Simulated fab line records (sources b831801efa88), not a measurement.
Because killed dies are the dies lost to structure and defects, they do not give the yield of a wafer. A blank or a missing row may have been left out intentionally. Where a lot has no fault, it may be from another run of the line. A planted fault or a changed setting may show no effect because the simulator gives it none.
2 desks looking at one fault	flow sky130	each desk holds nothing but its own numbers, with what lay behind them at the end

== FOR THE TOOL OWNER'S DESK: ilineStepper-02 ==
The tool's own readings at SKY_SONOS_ONO_EXPOSE_10 (exposes mask ONOM, target cd 410 nm): means of the sampled wafers that have a number, for each lot that ran on this tool. Any lot whose mean is over 4 standard deviations away from the usual mean is out of limits and marked OUT; that distance is given in the brackets.
Columns: A = reticleTempC at SKY_SONOS_ONO_EXPOSE_10, usual 22.99 C
lot	first seen here	A
L657	day 12 11:49	23.00
L659	day 13 12:31	23.03
L662	day 14 11:31	22.89
L664	day 14 18:19	23.00
L665	day 15 04:18	23.08
L674	day 18 05:19	22.99
L676	day 18 23:28	22.94
L677	day 19 02:53	22.99
Result from this desk: across the 8 lots, nothing is out of limits.

== AT THE METROLOGY DESK ==
What the gauges read for every lot (on any tool): the sampled wafers with a number, averaged. Any lot whose mean is over 4 standard deviations away from the usual mean is out of limits and marked OUT; that distance is given in the brackets.
Columns: A = cdNm at SKY_VT_ADJUST_HVTP_CD_MEAS_07, usual 380.6 nm; B = cdNm at SKY_SONOS_ONO_CD_MEAS_13, usual 410.1 nm
lot	first seen here	A	B
L656	day 6 04:10	380.9	408.0
L657	day 6 09:17	377.5	413.7
L659	day 6 23:19	377.0	410.8
L662	day 7 22:43	378.5	409.9
L664	day 8 05:42	381.4	389.4 (-8.0) OUT
L665	day 8 10:50	384.4	388.3 (-8.4) OUT
L666	day 9 01:19	376.5	414.3
L674	day 10 23:35	379.3	412.7
L675	day 11 05:14	382.4	406.6
L676	day 11 05:53	382.1	413.4
L677	day 11 12:23	381.6	413.0
L678	day 12 01:16	383.5	409.3
This desk finds L664, L665 out of limits, L664 being first, at day 15 07:51 (cdNm at SKY_SONOS_ONO_CD_MEAS_13). In limits: L656, L657, L659, L662, L666, L674, L675, L676, L677, L678.

== ALL TOGETHER ==
The metrology desk could have raised an alarm at day 15 07:51, on L664, L665.
Nothing out of limits was seen by the tool owner's desk.
The tool owner's desk has L664, L665 on record, within its limits.
On ilineStepper-02, each named lot ran SKY_SONOS_ONO_EXPOSE_10.

== WHAT THE SIMULATOR PUT IN ==
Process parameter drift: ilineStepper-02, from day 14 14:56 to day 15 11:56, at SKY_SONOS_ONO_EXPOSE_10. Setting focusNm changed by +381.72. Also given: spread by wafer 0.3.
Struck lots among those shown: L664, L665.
Time in hours between the start of the fault and the first out-of-limits reading at each desk: metrology desk, 17.
